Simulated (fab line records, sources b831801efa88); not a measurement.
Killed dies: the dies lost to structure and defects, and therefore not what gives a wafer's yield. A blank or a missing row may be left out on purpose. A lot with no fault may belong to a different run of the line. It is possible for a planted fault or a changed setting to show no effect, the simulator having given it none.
One fault through the eyes of 2 desks	flow gf180mcu	numbers are kept per desk, each desk with only its own; the story behind them comes last

DESK OF THE TOOL OWNER: implanter-03
For each lot that ran on this tool, the mean over its sampled wafers that have a number, from the tool's own readings at GF_NWELL_IMPLANT_08. If a lot's mean is further than 4 standard deviations from the usual mean, the lot is out of limits and carries the mark OUT (the distance appears in the brackets).
Columns: A = dose-ions-cm2 at GF_NWELL_IMPLANT_08, usual 1.5e+13; B = faraday-current-uA at GF_NWELL_IMPLANT_08, usual 84.5
lot	first seen here	A	B
L496	day 4 02:48	1.5e+13	83.7
L497	day 4 05:50	1.5e+13	83.4
L499	day 4 18:59	9.3e+12 (-99 or more) OUT	52.0 (-23) OUT
L500	day 4 21:08	9.3e+12 (-99 or more) OUT	52.9 (-23) OUT
L501	day 5 03:14	9.3e+12 (-99 or more) OUT	52.2 (-23) OUT
L516	day 8 12:33	1.5e+13	84.4
This desk finds L499, L500, L501 out of limits, L499 being first, at day 4 18:59 (dose-ions-cm2 at GF_NWELL_IMPLANT_08). L496, L497, L516: within limits.

FROM THE METROLOGY DESK
Means of the sampled wafers that have a number, per lot and without regard to the tool the lot ran on: this is what the gauges read. If a lot's mean is further than 4 standard deviations from the usual mean, the lot is out of limits and carries the mark OUT (the distance appears in the brackets).
Columns: A = STI_OXIDATION_01_THK at GF_STI_THK_MEAS_22, usual 15.9 nm; B = DNWELL_TW at GF_DNWELL_TW_MEAS_09, usual 1363; C = NWELL_TW at GF_NWELL_TW_MEAS_11, usual 1580; D = LVPWELL_OVL at GF_LVPWELL_OVL_MEAS_07, usual -0.7 nm; E = NWELL_RS at GF_VT_IMPLANT_RS_MEAS_47, usual 490.1 ohm/sq
lot	first seen here	A	B	C	D	E
L493	day 2 03:32	16.2	1354	1581	-1.3	490.4
L494	day 2 08:16	15.9	1367	1571	-1.1	488.9
L496	day 2 21:19	16.2	1367	1600	-2.2	489.9
L497	day 2 23:38	15.7	1374	1581	-1.2	492.2
L498	day 3 06:28	16.2	1376	1594	1.2	490.7
L499	day 3 12:56	16.0	1363	1410 (-14) OUT	-1.0	626.6 (+99 or more) OUT
L500	day 3 15:03	16.2	1373	1411 (-14) OUT	0.7	627.2 (+99 or more) OUT
L501	day 3 20:53	16.1	1356	1399 (-15) OUT	-1.8	630.5 (+99 or more) OUT
L506	day 4 23:26	16.0	1349	1572	-2.1	490.2
L508	day 5 09:53	15.9	1371	1575	-2.3	489.4
L509	day 5 13:40	15.7	1372	1571	0.9	490.6
L513	day 6 10:43	15.2	1348	1597	-3.3	489.7
L516	day 7 01:25	15.8	1356	1560	-2.2	491.3
This desk's result: L499, L500, L501 out of limits, first on L499 (NWELL_TW at GF_NWELL_TW_MEAS_11), day 4 19:23. L493, L494, L496, L497, L498, L506, L508, L509, L513, L516: within limits.

ALL TOGETHER
An alarm could have come from the tool owner's desk at day 4 18:59, on L499, L500, L501.
The metrology desk could have raised an alarm at day 4 19:23, on L499, L500, L501.
Of the lots named, all ran GF_NWELL_IMPLANT_08 on implanter-03.

WHAT THE SIMULATOR PUT IN
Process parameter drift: implanter-03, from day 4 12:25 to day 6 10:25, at GF_NWELL_IMPLANT_08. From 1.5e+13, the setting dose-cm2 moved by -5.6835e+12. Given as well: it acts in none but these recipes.
Shown lots that were struck: L499, L500, L501.
Delay (hours) between the fault's onset and each desk's first out-of-limits reading: 7 at the tool owner's desk, 7 at the metrology desk.
